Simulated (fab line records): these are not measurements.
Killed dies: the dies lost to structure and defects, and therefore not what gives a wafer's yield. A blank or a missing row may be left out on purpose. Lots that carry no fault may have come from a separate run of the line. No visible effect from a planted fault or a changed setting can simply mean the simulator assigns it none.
A struck lot beside a sound one + flow sky130 + 14 steps out of a route of 708
Sound: these wafers, L156.3, L156.4, L156.5. The struck wafers were L161.1, L161.2, L161.6. The cause comes at the end.
At each step with rows: each side's tool, then ch and its chambers, then its first start. Under that, the readings that differ: sound wafers + struck wafers + difference of the means + sigmas: that difference in standard deviations of wafers without a fault.
alike: a reading whose means differ by less than 2 such deviations, as well as words and numbers matching on both sides. not compared: withheld readings; readings where some wafer has no value; bounds like >300 that might hide an equal value; numbers whose values overlap and for which the record gives no deviation.
A row with sigmas, a row that says differs or no value, or rows on one side alone: a step with any of these is where the two part. Numbers that have no deviation but don't overlap get no sigmas and don't part them. A reading that every wafer of one side lacks parts them only if that side has two wafers or more.

first, 2 steps without rows for these wafers: SKY_LDD_HVN_PEB_05; SKY_LDD_HVN_DEVELOP_06 (develop time 60 s).
SKY_LDD_HVN_OVL_MEAS_07:
  struck on overlay-02, day 23 19:42; sound on overlay-01, day 22 04:03
  alike: LDD_HVN_OVL
after that, 1 step had no rows for these wafers: SKY_LDD_HVN_IMPLANT_08.
SKY_LDD_HVN_STRIP_09: strips in O2/N2.
  sound on plasma asher-01 ch 0,1, day 22 04:16; struck on plasma asher-01 ch 0,1, day 23 19:53
  alike: drypump motor current A, oes product au, strip time to endpoint s
  not compared: rf hours counter h
SKY_LDD_HVN_TW_MEAS_10:
  struck on film metro-03, day 23 19:59; sound on film metro-03, day 22 04:21
  alike: LDD_HVN_TW
then, 6 steps without rows for these wafers: SKY_LDD_HVP_DEHYDRATE_00 (time 60 s); SKY_LDD_HVP_HMDS_01 (prime time 60 s); SKY_LDD_HVP_COAT_02 (resist thk 300 nm); SKY_LDD_HVP_SOFTBAKE_03 (time 60 s); SKY_LDD_HVP_EXPOSE_04 (exposes mask HVPTM, target cd 700 nm); SKY_LDD_HVP_PEB_05.
SKY_LDD_HVP_DEVELOP_06: develop time 60 s.
  sound on litho track-03 ch 0, day 23 10:36; struck on litho track-01, day 25 01:29
  no value came back on the struck wafers for chill plate temp C (C), develop time s (s); on the sound wafers chill plate temp C (C) reads 23.02 23.02 23.01
SKY_LDD_HVP_OVL_MEAS_07:
  struck on overlay-02, day 25 01:38; sound on overlay-01, day 23 10:43
| reading          | sound       | struck | difference                    | sigmas |
|------------------|-------------|--------|-------------------------------|--------|
| LDD_HVP_OVL (nm) | 1.1 0.7 0.4 | - - -  | no value on the struck wafers |        |

== WHERE THEY PART ==
Earliest at SKY_LDD_HVP_DEVELOP_06; latest, in this record, at SKY_LDD_HVP_OVL_MEAS_07.

WHY: what had been put in by the simulator
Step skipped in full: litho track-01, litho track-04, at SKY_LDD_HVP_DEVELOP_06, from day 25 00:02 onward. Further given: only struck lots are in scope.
